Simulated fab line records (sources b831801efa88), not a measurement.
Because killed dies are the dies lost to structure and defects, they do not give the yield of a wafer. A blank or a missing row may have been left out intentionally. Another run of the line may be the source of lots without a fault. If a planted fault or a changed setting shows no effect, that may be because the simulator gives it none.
Tool commonality check :: flow sky130 :: Lots sampled 12, wafers sampled 36

WHY IT WAS OPENED
SKY_SD_N_RS_MEAS_16, reading SD_N_RS: flagged on 2 of 12 lots. Wafers without a fault read 68.60 ohm/sq, standard deviation 0.18.
Rule: a lot gets a flag if all its wafers with a number sit over 4 standard deviations from that mean, or if no wafer of it has a number. All remaining lots are regarded as sound.

lot: L459
measured: day 28 02:11
on: film_metro-04
SD_N_RS (ohm/sq), wafer by wafer: 68.26 68.46 68.47
flag: 

lot: L461
measured: day 28 18:02
on: film_metro-02
SD_N_RS (ohm/sq), wafer by wafer: 68.53 68.61 68.59
flag: 

lot: L465
measured: day 30 05:01
on: film_metro-04
SD_N_RS (ohm/sq), wafer by wafer: 65.88 66.04 66.05
flag: FLAGGED

lot: L468
measured: day 31 00:43
on: film_metro-02
SD_N_RS (ohm/sq), wafer by wafer: 66.23 66.23 66.20
flag: FLAGGED

lot: L471
measured: day 32 04:45
on: film_metro-03
SD_N_RS (ohm/sq), wafer by wafer: 68.37 68.57 68.55
flag: 

lot: L474
measured: day 33 07:44
on: film_metro-02
SD_N_RS (ohm/sq), wafer by wafer: 68.61 68.74 68.75
flag: 

lot: L475
measured: day 33 17:54
on: film_metro-04
SD_N_RS (ohm/sq), wafer by wafer: 68.43 68.58 68.40
flag: 

lot: L476
measured: day 33 18:48
on: film_metro-02
SD_N_RS (ohm/sq), wafer by wafer: 68.80 68.83 68.82
flag: 

lot: L478
measured: day 34 16:09
on: film_metro-03
SD_N_RS (ohm/sq), wafer by wafer: 68.54 68.48 68.31
flag: 

lot: L479
measured: day 35 02:16
on: film_metro-03
SD_N_RS (ohm/sq), wafer by wafer: 68.49 68.34 68.62
flag: 

lot: L480
measured: day 35 14:01
on: film_metro-03
SD_N_RS (ohm/sq), wafer by wafer: 68.51 68.34 68.35
flag: 

lot: L481
measured: day 35 17:32
on: film_metro-02
SD_N_RS (ohm/sq), wafer by wafer: 68.79 68.82 68.88
flag: 
The numbers of the flagged lots are 66.11 ohm/sq on average: -2.49 ohm/sq against the usual, or -14 standard deviations.

WHICH TOOL EACH LOT WENT THROUGH
The record holds 2 process steps before the reading, out of a route of 708 steps. Each cell gives the tool, then ch followed by the chambers the sampled wafers passed through, then the start.
lot: L459
flag: 
SKY_SD_N_IMPLANT_10: implanter-01 ch 0, day 28 01:38
SKY_SD_N_STRIP_11: plasma_asher-01 ch 1, day 28 01:47

lot: L461
flag: 
SKY_SD_N_IMPLANT_10: implanter-01 ch 0, day 28 17:31
SKY_SD_N_STRIP_11: plasma_asher-02 ch 0,1, day 28 17:40

lot: L465
flag: FLAGGED
SKY_SD_N_IMPLANT_10: implanter-01 ch 0, day 30 04:10
SKY_SD_N_STRIP_11: plasma_asher-01 ch 0,1, day 30 04:37

lot: L468
flag: FLAGGED
SKY_SD_N_IMPLANT_10: implanter-04 ch 0, day 30 23:49
SKY_SD_N_STRIP_11: plasma_asher-01 ch 0,1, day 31 00:16

lot: L471
flag: 
SKY_SD_N_IMPLANT_10: implanter-01 ch 0, day 32 04:10
SKY_SD_N_STRIP_11: plasma_asher-01 ch 0,1, day 32 04:19

lot: L474
flag: 
SKY_SD_N_IMPLANT_10: implanter-04 ch 0, day 33 07:11
SKY_SD_N_STRIP_11: plasma_asher-04 ch 0,1, day 33 07:20

lot: L475
flag: 
SKY_SD_N_IMPLANT_10: implanter-02 ch 0, day 33 17:22
SKY_SD_N_STRIP_11: plasma_asher-02 ch 0,1, day 33 17:29

lot: L476
flag: 
SKY_SD_N_IMPLANT_10: implanter-01 ch 0, day 33 18:16
SKY_SD_N_STRIP_11: plasma_asher-01 ch 0,1, day 33 18:23

lot: L478
flag: 
SKY_SD_N_IMPLANT_10: implanter-02 ch 0, day 34 15:37
SKY_SD_N_STRIP_11: plasma_asher-01 ch 0,1, day 34 15:44

lot: L479
flag: 
SKY_SD_N_IMPLANT_10: implanter-01 ch 0, day 35 01:41
SKY_SD_N_STRIP_11: plasma_asher-01 ch 0,1, day 35 01:50

lot: L480
flag: 
SKY_SD_N_IMPLANT_10: implanter-01 ch 0, day 35 13:26
SKY_SD_N_STRIP_11: plasma_asher-04 ch 1, day 35 13:34

lot: L481
flag: 
SKY_SD_N_IMPLANT_10: implanter-04 ch 0, day 35 16:59
SKY_SD_N_STRIP_11: plasma_asher-02 ch 0,1, day 35 17:08
These steps, and what they do:
- SKY_SD_N_IMPLANT_10
- SKY_SD_N_STRIP_11: strips in O2/N2.
- SKY_SD_N_RS_MEAS_16: measures by four-point-probe.

FLAGGED AGAINST TOTAL, ONE TOOL AT A TIME (gauges that did the reading follow at the end)
step: SKY_SD_N_IMPLANT_10
tool: implanter-01
lots run: 7
flagged: 1
share of the flagged lots: some
sound lots run after its first flagged lot: 4 (L471,L476,L479,L480)

step: SKY_SD_N_IMPLANT_10
tool: implanter-02
lots run: 2
flagged: 0
share of the flagged lots: none
sound lots run after its first flagged lot: -

step: SKY_SD_N_IMPLANT_10
tool: implanter-04
lots run: 3
flagged: 1
share of the flagged lots: some
sound lots run after its first flagged lot: 2 (L474,L481)

step: SKY_SD_N_STRIP_11
tool: plasma_asher-01
lots run: 7
flagged: 2
share of the flagged lots: all
sound lots run after its first flagged lot: 4 (L471,L476,L478,L479)

step: SKY_SD_N_STRIP_11
tool: plasma_asher-02
lots run: 3
flagged: 0
share of the flagged lots: none
sound lots run after its first flagged lot: -

step: SKY_SD_N_STRIP_11
tool: plasma_asher-04
lots run: 2
flagged: 0
share of the flagged lots: none
sound lots run after its first flagged lot: -

step: SKY_SD_N_RS_MEAS_16
tool: film_metro-02
lots run: 5
flagged: 1
share of the flagged lots: some
sound lots run after its first flagged lot: 3 (L474,L476,L481)

step: SKY_SD_N_RS_MEAS_16
tool: film_metro-03
lots run: 4
flagged: 0
share of the flagged lots: none
sound lots run after its first flagged lot: -

step: SKY_SD_N_RS_MEAS_16
tool: film_metro-04
lots run: 3
flagged: 1
share of the flagged lots: some
sound lots run after its first flagged lot: 1 (L475)

WHAT IS ALLOWED BY THE TABLE
In the table, 1 row covers all flagged lots: plasma_asher-01 at SKY_SD_N_STRIP_11.
- plasma_asher-01 at SKY_SD_N_STRIP_11: 2 of its 7 lots flagged. After the first flagged lot (L471, L476, L478, L479), sound lots still ran on it; a lasting fault on the whole tool would not permit that.
Not one row of the table ran every flagged lot while running no sound lot after the first.

WHAT THE SIMULATOR HAD PUT IN
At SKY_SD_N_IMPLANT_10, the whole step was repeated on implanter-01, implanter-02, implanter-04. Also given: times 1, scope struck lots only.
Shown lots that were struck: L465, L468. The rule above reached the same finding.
